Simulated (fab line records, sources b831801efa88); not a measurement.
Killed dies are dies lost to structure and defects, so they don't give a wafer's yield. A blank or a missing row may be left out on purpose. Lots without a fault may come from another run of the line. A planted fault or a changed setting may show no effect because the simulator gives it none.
Chamber matching | flow gf180mcu | GF_V3_CVD_02 on pecvd-04: 3 sister chambers
The step deposits SiO2 from TEOS, target thk 850 nm, time 94.851 s. 24 wafers are shown with their chamber, then 12 later ones without.

WAFERS WITH THEIR CHAMBER
wafer  | chamber | heater_power_w (W) | susceptor_temp_C (C)
L075.2 | 2       | 748                | 399.59
L075.5 | 0       | 731                | 399.53
L075.6 | 2       | 772                | 400.10
L076.2 | 1       | 604                | 400.22
L076.3 | 0       | 704                | 400.15
L076.6 | 0       | 588                | 400.03
L077.1 | 2       | 823                | 400.20
L077.4 | 2       | 651                | 400.58
L077.5 | 0       | 585                | 400.12
L078.2 | 1       | 550                | 400.07
L078.3 | 0       | 712                | 399.77
L078.4 | 1       | 582                | 400.21
L079.1 | 2       | 814                | 399.98
L079.2 | 1       | 654                | 400.01
L079.5 | 2       | 653                | 399.99
L083.3 | 1       | 666                | 399.82
L083.4 | 0       | 712                | 400.13
L083.6 | 1       | 520                | 400.10
L085.1 | 1       | 532                | 400.12
L085.3 | 2       | 697                | 399.92
L085.4 | 1       | 582                | 400.07
L086.1 | 1       | 668                | 399.94
L086.4 | 2       | 781                | 400.09
L086.5 | 1       | 532                | 399.82

SIGNATURES (means of the wafers above)
reading          | chamber 0 | chamber 1 | chamber 2 | scatter within a chamber
heater_power_w   | 672.00    | 589.00    | 742.38    | 63.3
susceptor_temp_C | 399.9550  | 400.0380  | 400.0562  | 0.223
Rule: a wafer's distance from a chamber is the root of the sum, over the readings, of the square of ((its reading less the chamber's mean) divided by the reading's scatter). The wafer belongs to the nearest chamber; if the next one is less than 2 further off, it can't be placed. The scatter: the root of (the sum of the squares of (reading less its chamber's mean) over the shown wafers, divided by (wafers less chambers)).

WAFERS WITHOUT THEIR CHAMBER
wafer  | heater_power_w (W) | susceptor_temp_C (C)
L088.3 | 689                | 399.56
L088.4 | 690                | 400.16
L088.6 | 637                | 399.86
L092.2 | 762                | 399.66
L092.3 | 647                | 400.24
L092.6 | 664                | 400.03
L095.1 | 691                | 399.93
L095.3 | 547                | 399.89
L095.4 | 590                | 400.00
L097.1 | 639                | 399.96
L097.5 | 745                | 399.79
L097.6 | 668                | 400.02

WHICH CHAMBER EACH WENT THROUGH
wafer  | from the rows above          | in truth
L088.3 | can't be placed: 0 or 2 or 1 | 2
L088.4 | can't be placed: 2 or 0 or 1 | 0
L088.6 | can't be placed: 0 or 1 or 2 | 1
L092.2 | can't be placed: 2 or 0 or 1 | 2
L092.3 | can't be placed: 1 or 0 or 2 | 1
L092.6 | can't be placed: 0 or 1 or 2 | 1
L095.1 | can't be placed: 0 or 2 or 1 | 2
L095.3 | can't be placed: 1 or 0      | 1
L095.4 | can't be placed: 1 or 0      | 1
L097.1 | can't be placed: 0 or 1 or 2 | 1
L097.5 | can't be placed: 2 or 0 or 1 | 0
L097.6 | can't be placed: 0 or 2 or 1 | 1
Placed correctly: 0 of 12. Can't be placed from these rows: 12 (the true chamber is among the candidates in 12). Placed wrongly: 0.
